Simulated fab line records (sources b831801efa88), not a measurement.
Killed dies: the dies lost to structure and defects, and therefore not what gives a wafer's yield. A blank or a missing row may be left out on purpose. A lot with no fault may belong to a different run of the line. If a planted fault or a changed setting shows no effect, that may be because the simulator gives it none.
One fault through the eyes of 2 desks || flow gf180mcu || only its own numbers are on each desk; what lay behind them is given at the end

== AT THE METROLOGY DESK ==
What the gauges read for every lot (on any tool): the sampled wafers with a number, averaged. If a lot's mean is further than 4 standard deviations from the usual mean, the lot is out of limits and carries the mark OUT (the distance appears in the brackets).
Columns: A = VT_IMPLANT_OVL at GF_VT_IMPLANT_OVL_MEAS_07, usual -0.2 nm; B = VT_IMPLANT_4_TW at GF_VT_IMPLANT_TW_MEAS_43, usual 688; C = cd-nm at GF_POLY_GATE_CD_MEAS_10, usual 280.2 nm
{"lot": "L796", "first seen here": "day 5 14:36", "A": 0.2, "B": 691, "C": 279.4}
{"lot": "L797", "first seen here": "day 5 18:58", "A": -0.4, "B": 689, "C": 280.4}
{"lot": "L799", "first seen here": "day 6 19:00", "A": 0.7, "B": 694, "C": 279.6}
{"lot": "L800", "first seen here": "day 6 21:34", "A": 0.3, "B": 695, "C": 280.5}
{"lot": "L802", "first seen here": "day 7 08:05", "A": 0.1, "B": 692, "C": 279.5}
{"lot": "L804", "first seen here": "day 7 19:18", "A": 0.0, "B": 694, "C": 282.5}
{"lot": "L803", "first seen here": "day 7 19:59", "A": -0.7, "B": 691, "C": 282.0}
{"lot": "L805", "first seen here": "day 7 23:51", "A": 0.5, "B": 689, "C": 280.5}
{"lot": "L807", "first seen here": "day 8 12:59", "A": -1.2, "B": 677, "C": 280.7}
{"lot": "L808", "first seen here": "day 8 17:03", "A": 1.3, "B": "789 (+14) OUT", "C": 279.5}
{"lot": "L813", "first seen here": "day 10 00:05", "A": -0.8, "B": "788 (+14) OUT", "C": 279.2}
{"lot": "L816", "first seen here": "day 10 19:08", "A": 0.5, "B": 679, "C": 278.7}
{"lot": "L818", "first seen here": "day 11 07:26", "A": -0.0, "B": 694, "C": 280.2}
This desk's result: L808, L813 out of limits, first on L808 (VT_IMPLANT_4_TW at GF_VT_IMPLANT_TW_MEAS_43), day 10 22:12. In limits: L796, L797, L799, L800, L802, L804, L803, L805, L807, L816, L818.

== THE TOOL OWNER'S DESK: implanter-02 ==
The tool's own readings at GF_VT_IMPLANT_IMPLANT_41: means of the sampled wafers that have a number, for each lot that ran on this tool. If a lot's mean is further than 4 standard deviations from the usual mean, the lot is out of limits and carries the mark OUT (the distance appears in the brackets).
Columns: A = dose-ions-cm2 at GF_VT_IMPLANT_IMPLANT_41, usual 1.0131e+12; B = faraday-current-uA at GF_VT_IMPLANT_IMPLANT_41, usual 5.69
{"lot": "L802", "first seen here": "day 9 09:54", "A": 1.0122e+12, "B": 5.66}
{"lot": "L804", "first seen here": "day 9 22:44", "A": 1.0145e+12, "B": 5.74}
{"lot": "L803", "first seen here": "day 9 23:39", "A": 1.0129e+12, "B": 5.70}
{"lot": "L805", "first seen here": "day 10 02:30", "A": 1.0130e+12, "B": 5.67}
{"lot": "L808", "first seen here": "day 10 21:58", "A": "1.5552e+12 (+99 or more) OUT", "B": "8.67 (+27) OUT"}
{"lot": "L813", "first seen here": "day 12 08:38", "A": "1.5554e+12 (+99 or more) OUT", "B": "8.71 (+27) OUT"}
This desk's finding: out of limits on L808, L813; first on L808, day 10 21:58 (dose-ions-cm2 at GF_VT_IMPLANT_IMPLANT_41). In limits: L802, L804, L803, L805.

== PUT TOGETHER ==
On L808, L813, at day 10 21:58, an alarm was possible from the tool owner's desk.
Metrology desk: alarm possible at day 10 22:12 on L808, L813.
Every lot named ran GF_VT_IMPLANT_IMPLANT_41 on implanter-02.

== WHAT THE SIMULATOR PUT IN ==
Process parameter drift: implanter-02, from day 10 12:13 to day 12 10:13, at GF_VT_IMPLANT_IMPLANT_41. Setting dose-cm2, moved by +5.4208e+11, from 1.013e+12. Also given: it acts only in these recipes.
Shown lots that were struck: L808, L813.
Time in hours from fault onset to the first out-of-limits reading at each desk: tool owner's desk 10, metrology desk 10.
